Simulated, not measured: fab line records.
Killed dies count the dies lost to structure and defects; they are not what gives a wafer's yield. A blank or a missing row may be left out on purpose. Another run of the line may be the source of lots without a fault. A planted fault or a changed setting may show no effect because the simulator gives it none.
A single fault, viewed from 2 desks | flow sky130 | what lay behind the numbers comes last; until then each desk has only its own

## FOR THE TOOL OWNER'S DESK: lpcvd-02
The tool's own readings at SKY_SPACER_CVD_00 (deposits Si3N4 from DCS/NH3, target thk 43.1 nm, time 740 s): means of the sampled wafers that have a number, for each lot that ran on this tool. The brackets show how far a lot's mean lies from the usual mean; more than 4 standard deviations puts the lot out of limits, marked OUT.
Columns: A = spike_tc_bottom_C at SKY_SPACER_CVD_00, usual 790.8 C; B = spike_tc_centre_C at SKY_SPACER_CVD_00, usual 770.9 C; C = spike_tc_lower_C at SKY_SPACER_CVD_00, usual 770.4 C; D = spike_tc_upper_C at SKY_SPACER_CVD_00, usual 770.7 C; E = susceptor_temp_C at SKY_SPACER_CVD_00, usual 770.1 C
lot  | first seen here | A     | B                | C                | D     | E
L353 | day 22 11:13    | 789.7 | 770.6            | 771.1            | 770.6 | 770.8
L354 | day 23 06:23    | 791.4 | 772.1            | 770.5            | 771.0 | 770.0
L355 | day 23 10:21    | 788.8 | 771.3            | 770.1            | 771.0 | 770.0
L358 | day 24 15:47    | 789.0 | 771.0            | 770.6            | 771.3 | 769.9
L361 | day 25 23:12    | 790.1 | 771.7            | 769.1            | 770.7 | 770.1
L363 | day 26 10:27    | 792.0 | 770.8            | 770.5            | 770.0 | 770.0
L364 | day 26 22:28    | 786.6 | 766.0 (-4.9) OUT | 765.5 (-4.5) OUT | 766.3 | 765.8 (-14) OUT
L365 | day 27 04:43    | 787.2 | 766.4 (-4.5) OUT | 766.2            | 766.4 | 766.3 (-13) OUT
L374 | day 30 00:34    | 791.1 | 770.6            | 769.9            | 770.6 | 769.8
L375 | day 30 03:54    | 791.0 | 772.4            | 770.2            | 770.5 | 770.3
L376 | day 30 11:23    | 789.9 | 771.2            | 769.4            | 771.4 | 770.2
This desk's finding: out of limits on L364, L365; first on L364, day 26 22:28 (spike_tc_centre_C at SKY_SPACER_CVD_00). Within limits: L353, L354, L355, L358, L361, L363, L374, L375, L376.

## AT THE METROLOGY DESK
Means of the sampled wafers that have a number, per lot and without regard to the tool the lot ran on: this is what the gauges read. The brackets show how far a lot's mean lies from the usual mean; more than 4 standard deviations puts the lot out of limits, marked OUT.
Columns: A = FIELD_ISO_CVD_03_THK at SKY_FIELD_ISO_THK_MEAS_04, usual 163.0 nm; B = SPACER_CVD_00_THK at SKY_SPACER_THK_MEAS_01, usual 43.1 nm; C = cd_nm at SKY_METAL1_CD_MEAS_15, usual 139.8 nm
lot  | first seen here | A     | B               | C
L353 | day 1 13:29     | 163.6 | 42.7            | 140.6
L354 | day 1 20:46     | 162.7 | 42.6            | 138.9
L355 | day 2 00:29     | 161.1 | 42.6            | 139.8
L358 | day 2 16:16     | 161.7 | 43.0            | 140.1
L361 | day 3 05:44     | 164.1 | 43.6            | 140.1
L363 | day 3 18:02     | 162.7 | 43.0            | 142.0
L364 | day 3 22:28     | 163.9 | 39.9 (-9.1) OUT | 140.1
L365 | day 4 05:30     | 163.4 | 40.0 (-8.8) OUT | 139.1
L374 | day 6 00:34     | 165.3 | 43.4            | 139.0
L375 | day 6 03:29     | 164.0 | 43.3            | 139.5
L376 | day 6 08:33     | 162.9 | 42.8            | 139.5
This desk's result: L364, L365 out of limits, first on L364 (SPACER_CVD_00_THK at SKY_SPACER_THK_MEAS_01), day 26 23:41. Within limits: L353, L354, L355, L358, L361, L363, L374, L375, L376.

## ALL TOGETHER
An alarm could have come from the tool owner's desk at day 26 22:28, on L364, L365.
Metrology desk: alarm possible at day 26 23:41 on L364, L365.
The lots listed all ran SKY_SPACER_CVD_00 on lpcvd-02.

## WHAT WAS PUT IN BY THE SIMULATOR
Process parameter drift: lpcvd-02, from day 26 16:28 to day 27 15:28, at SKY_SPACER_CVD_00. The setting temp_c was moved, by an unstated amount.
Shown lots that were struck: L364, L365.
Counting hours from when the fault started, the first reading out of limits came at 6 for the tool owner's desk and at 7 for the metrology desk.
